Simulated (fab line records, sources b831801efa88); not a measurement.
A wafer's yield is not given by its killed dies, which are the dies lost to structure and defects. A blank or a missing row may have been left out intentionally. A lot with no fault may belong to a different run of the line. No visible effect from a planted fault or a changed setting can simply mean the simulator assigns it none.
2 desks looking at one fault | flow gf180mcu | what lay behind the numbers comes last; until then each desk has only its own

## AT THE TOOL OWNER'S DESK: cvd_w-02
The tool's own readings at GF_V1_CVD_23 (deposits W, target thk 350 nm, time 105.05 s): means of the sampled wafers that have a number, for each lot that ran on this tool. If a lot's mean is further than 4 standard deviations from the usual mean, the lot is out of limits and carries the mark OUT (the distance appears in the brackets).
Columns: A = chamber_pressure_Torr at GF_V1_CVD_23, usual 40.00 Torr; B = heater_power_w at GF_V1_CVD_23, usual 763 W
lot  | first seen here | A               | B
L603 | day 18 04:32    | 39.98           | 751
L605 | day 18 18:35    | 40.06           | 753
L606 | day 19 09:51    | 42.19 (+24) OUT | 699
L607 | day 19 17:38    | 42.12 (+23) OUT | 703
L615 | day 22 12:25    | 39.99           | 645
L620 | day 24 08:46    | 39.95           | 662
L621 | day 24 15:18    | 39.97           | 642
L623 | day 25 13:38    | 39.86           | 752
L624 | day 25 19:37    | 40.03           | 706
L626 | day 26 05:24    | 39.96           | 761
This desk's verdict: out of limits on L606, L607, starting with L606 at day 19 09:51 (chamber_pressure_Torr at GF_V1_CVD_23). Within limits: L603, L605, L615, L620, L621, L623, L624, L626.

## THE METROLOGY DESK
Lot by lot, what the gauges showed, no matter which tool ran the lot: averages of those sampled wafers that carry a number. If a lot's mean is further than 4 standard deviations from the usual mean, the lot is out of limits and carries the mark OUT (the distance appears in the brackets).
Columns: A = V4_W_RS at GF_V4_RS_MEAS_24, usual 0.325 ohm/sq
lot  | first seen here | A
L603 | day 24 09:49    | 0.324
L604 | day 24 16:31    | 0.318
L605 | day 24 22:59    | 0.335
L606 | day 25 12:22    | 0.327
L607 | day 25 20:01    | 0.321
L615 | day 28 06:44    | 0.318
L616 | day 28 15:05    | 0.319
L618 | day 29 08:39    | 0.315
L620 | day 29 21:53    | 0.328
L621 | day 30 01:07    | 0.331
L622 | day 30 06:29    | 0.319
L623 | day 30 20:45    | 0.328
L624 | day 31 00:19    | 0.331
L626 | day 31 10:48    | 0.332
This desk found nothing out of limits on any of the 14 lots.

## TAKEN TOGETHER
At day 19 09:51, on L606, L607, the tool owner's desk was in a position to raise an alarm.
From the metrology desk's view, nothing was out of limits.
The metrology desk holds a record of L606, L607, inside its limits.
Of the lots named, all ran GF_V1_CVD_23 on cvd_w-02.

## WHAT THE SIMULATOR HAD PUT IN
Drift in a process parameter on cvd_w-02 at GF_V1_CVD_23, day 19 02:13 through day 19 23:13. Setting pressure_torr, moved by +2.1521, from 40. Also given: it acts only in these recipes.
Struck lots among those shown: L606, L607.
How many hours passed from the start of the fault until each desk's first out-of-limits reading: the tool owner's desk, 8.
